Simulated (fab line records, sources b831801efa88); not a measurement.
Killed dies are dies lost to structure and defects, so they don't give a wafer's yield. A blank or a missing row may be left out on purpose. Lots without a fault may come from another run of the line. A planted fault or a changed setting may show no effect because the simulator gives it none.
One fault seen from 2 desks | flow gf180mcu | each desk has only its own numbers; what lay behind them comes last

THE TOOL OWNER'S DESK: plasma_asher-03
The tool's own readings at GF_VT_IMPLANT_STRIP_31 (strips in O2/N2): means of the sampled wafers that have a number, for each lot that ran on this tool. A lot is out of limits, marked OUT, if its mean lies more than 4 standard deviations from the usual mean; the brackets give that distance.
Columns: A = drypump_motor_current_A at GF_VT_IMPLANT_STRIP_31, usual 5.8 A; B = heater_power_w at GF_VT_IMPLANT_STRIP_31, usual 301 W; C = oes_product_au at GF_VT_IMPLANT_STRIP_31, usual 0.716 a.u.; D = strip_time_to_endpoint_s at GF_VT_IMPLANT_STRIP_31, usual 12.720 s
lot  | first seen here | A   | B   | C     | D
L575 | day 8 10:05     | 6.1 | 294 | 0.713 | 12.715
L581 | day 10 04:48    | 6.3 | 284 | 0.714 | 12.703
L582 | day 10 08:48    | 6.1 | 296 | 0.715 | 12.735
L584 | day 11 01:37    | 6.1 | 292 | 0.717 | 12.710
L585 | day 11 05:58    | 6.3 | 284 | 0.717 | 12.754
This desk's finding: nothing out of limits on any of the 5 lots.

THE METROLOGY DESK
What the gauges read, lot by lot, whatever tool the lot ran on: means of the sampled wafers that have a number. A lot is out of limits, marked OUT, if its mean lies more than 4 standard deviations from the usual mean; the brackets give that distance.
Columns: A = TOP_METAL_ALCU_THK at GF_TOP_METAL_THK_MEAS_06, usual 909 nm
lot  | first seen here | A
L569 | day 27 04:26    | 898
L570 | day 27 14:52    | 906
L572 | day 28 05:16    | 924
L573 | day 28 14:58    | 911
L575 | day 28 23:59    | 915
L576 | day 29 14:59    | 911
L578 | day 30 00:06    | 909
L579 | day 30 12:53    | 919
L581 | day 30 22:09    | 907
L582 | day 31 01:04    | 922
L584 | day 31 16:38    | 905
L585 | day 32 00:07    | 901
L586 | day 32 06:04    | 922
L588 | day 32 17:35    | 913
This desk's finding: nothing out of limits on any of the 14 lots.

PUT TOGETHER
The tool owner's desk saw nothing out of limits.
The metrology desk saw nothing out of limits.

WHAT THE SIMULATOR HAD PUT IN
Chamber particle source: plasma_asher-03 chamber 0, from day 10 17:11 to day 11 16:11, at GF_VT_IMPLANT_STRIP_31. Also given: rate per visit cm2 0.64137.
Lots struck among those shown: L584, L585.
